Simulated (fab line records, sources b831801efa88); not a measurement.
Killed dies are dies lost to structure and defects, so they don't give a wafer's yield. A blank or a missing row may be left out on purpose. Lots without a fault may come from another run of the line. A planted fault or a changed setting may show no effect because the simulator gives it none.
Chamber matching | flow sky130 | SKY_VIA1_CMP_02 on cmp-01: 4 sister chambers
The step polishes SiO2. 14 wafers are shown with their chamber, then 7 later ones without.

WAFERS WITH THEIR CHAMBER
wafer  | chamber | motor_current_A (A) | platen_rpm (rpm)
L699.2 | 3       | 11.5                | 60.06
L699.3 | 0       | 12.2                | 59.98
L699.4 | 2       | 12.7                | 60.02
L708.1 | 1       | 13.8                | 60.06
L708.2 | 0       | 12.1                | 59.95
L708.5 | 2       | 11.9                | 59.98
L709.1 | 3       | 10.6                | 59.94
L709.2 | 2       | 12.3                | 60.02
L709.4 | 1       | 13.9                | 60.02
L710.3 | 0       | 12.0                | 60.00
L710.4 | 3       | 11.4                | 60.00
L710.6 | 0       | 12.1                | 59.96
L711.2 | 2       | 13.0                | 59.97
L711.4 | 0       | 11.9                | 59.99

SIGNATURES (means of the wafers above)
reading         | chamber 0 | chamber 1 | chamber 2 | chamber 3 | scatter within a chamber
motor_current_A | 12.060    | 13.850    | 12.475    | 11.167    | 0.351
platen_rpm      | 59.9760   | 60.0400   | 59.9975   | 60.0000   | 0.0343
Rule: a wafer's distance from a chamber is the root of the sum, over the readings, of the square of ((its reading less the chamber's mean) divided by the reading's scatter). The wafer belongs to the nearest chamber; if the next one is less than 2 further off, it can't be placed. The scatter: the root of (the sum of the squares of (reading less its chamber's mean) over the shown wafers, divided by (wafers less chambers)).

WAFERS WITHOUT THEIR CHAMBER
wafer  | motor_current_A (A) | platen_rpm (rpm)
L711.5 | 11.9                | 60.01
L712.1 | 12.9                | 59.98
L712.3 | 11.8                | 60.00
L712.4 | 11.0                | 60.05
L716.1 | 11.8                | 59.99
L716.3 | 13.3                | 59.99
L716.6 | 12.1                | 59.99

WHICH CHAMBER EACH WENT THROUGH
wafer  | from the rows above          | in truth
L711.5 | can't be placed: 0 or 2 or 3 | 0
L712.1 | can't be placed: 2 or 0 or 1 | 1
L712.3 | can't be placed: 0 or 3 or 2 | 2
L712.4 | 3                            | 3
L716.1 | can't be placed: 0 or 3 or 2 | 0
L716.3 | can't be placed: 1 or 2 or 0 | 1
L716.6 | can't be placed: 0 or 2      | 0
Placed correctly: 1 of 7. Can't be placed from these rows: 6 (the true chamber is among the candidates in 6). Placed wrongly: 0.
